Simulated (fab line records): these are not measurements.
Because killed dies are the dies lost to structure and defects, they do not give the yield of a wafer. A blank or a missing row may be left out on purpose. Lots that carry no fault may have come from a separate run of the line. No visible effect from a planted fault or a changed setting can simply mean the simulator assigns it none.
A lot that was struck, set against a sound lot :: flow sky130 :: 16 out of 708 route steps
Sound: the wafers L536.3, L536.5, L536.6. The struck wafers were L543.1, L543.2, L543.6. The cause is given at the end.
For every step that has rows: the tool of each side, followed by ch and its chambers, followed by its first start. Under that, the readings that differ: sound wafers :: struck wafers :: difference of the means :: sigmas: that difference in standard deviations of wafers without a fault.
alike: same words and numbers on both sides, and readings whose means sit less than 2 such deviations apart. not compared: any withheld reading, any reading some wafer has no value for, any bound like >300 that may hide the same value, and any number with overlapping values for which the record gives no deviation.
A row with sigmas, a row that says differs or no value, or rows on one side alone: a step with any of these is where the two part. Numbers that don't overlap but have no deviation are shown without sigmas and don't part them. A reading missing from all wafers of one side parts the sides only when that side holds two or more wafers.

first, 1 step without rows for these wafers: SKY_POLY_CUT_DEVELOP_07 (develop time 60 s).
SKY_POLY_CUT_CD_MEAS_08: target cd 270 nm.
  sound on cd sem-01 at day 26 11:46; struck on cd sem-02 at day 28 18:43
  alike: cd nm
SKY_POLY_CUT_OVL_MEAS_09:
  sound on overlay-01 at day 26 11:51; struck on overlay-02 at day 28 18:50
  alike: POLY_CUT_OVL
SKY_POLY_CUT_ETCH_10: etches BARC in N2/H2, stops on SiO2, time 45.9 s, target depth 60 nm.
  sound on rie diel-01 ch 0,1, day 26 11:52; struck on rie diel-03 ch 1,3, day 28 18:52
  alike: drypump motor current A, oes product au, throttle valve pct
  not compared: rf hours counter h
SKY_POLY_CUT_ETCH_11: etches Si3N4 in CF4/CH2F2/Ar, stops on poly-Si, time 42.5 s, target depth 60 nm.
  sound on rie diel-01 ch 0,1, day 26 11:55; struck on rie diel-03 ch 1,3, day 28 18:54
  alike: drypump motor current A, oes product au, throttle valve pct
  not compared: rf hours counter h
SKY_POLY_CUT_STRIP_12: strips in O2/N2.
  sound on plasma asher-03 ch 0,1, day 26 11:59; struck on plasma asher-01 ch 0,1, day 28 18:56
  alike: drypump motor current A, o2 flow sccm, oes product au, strip time to endpoint s
  not compared: rf hours counter h
then, 6 steps without rows for these wafers: SKY_SD_P_DEHYDRATE_00 (time 60 s); SKY_SD_P_HMDS_01 (prime time 60 s); SKY_SD_P_COAT_02 (resist thk 1140 nm); SKY_SD_P_SOFTBAKE_03 (time 60 s); SKY_SD_P_EXPOSE_04 (exposes mask PSDM, target cd 380 nm); SKY_SD_P_PEB_05.
SKY_SD_P_DEVELOP_06: develop time 60 s.
  sound on litho track-03 ch 0, day 27 16:52; struck on litho track-03 ch 0, day 29 23:04
SKY_SD_P_CD_MEAS_07: target cd 380 nm.
  sound on cd sem-02 at day 27 17:00; struck on cd sem-01 at day 29 23:13
reading: cd nm (nm)
sound: 378.5 379.1 379.6
struck: 275.5 275.0 275.9
difference: -103.6
sigmas: -41
SKY_SD_P_OVL_MEAS_08:
  sound on overlay-01 at day 27 17:05; struck on overlay-01 at day 29 23:20
  alike: SD_P_OVL
SKY_PAD_OPEN_PROBE_99:
  the record has rows for the sound wafers here (prober-02, day 47 11:32) and none for the struck ones

WHERE THEY PART
Last at SKY_PAD_OPEN_PROBE_99 as far as this record goes, first at SKY_SD_P_CD_MEAS_07.

WHY: what had been put in by the simulator
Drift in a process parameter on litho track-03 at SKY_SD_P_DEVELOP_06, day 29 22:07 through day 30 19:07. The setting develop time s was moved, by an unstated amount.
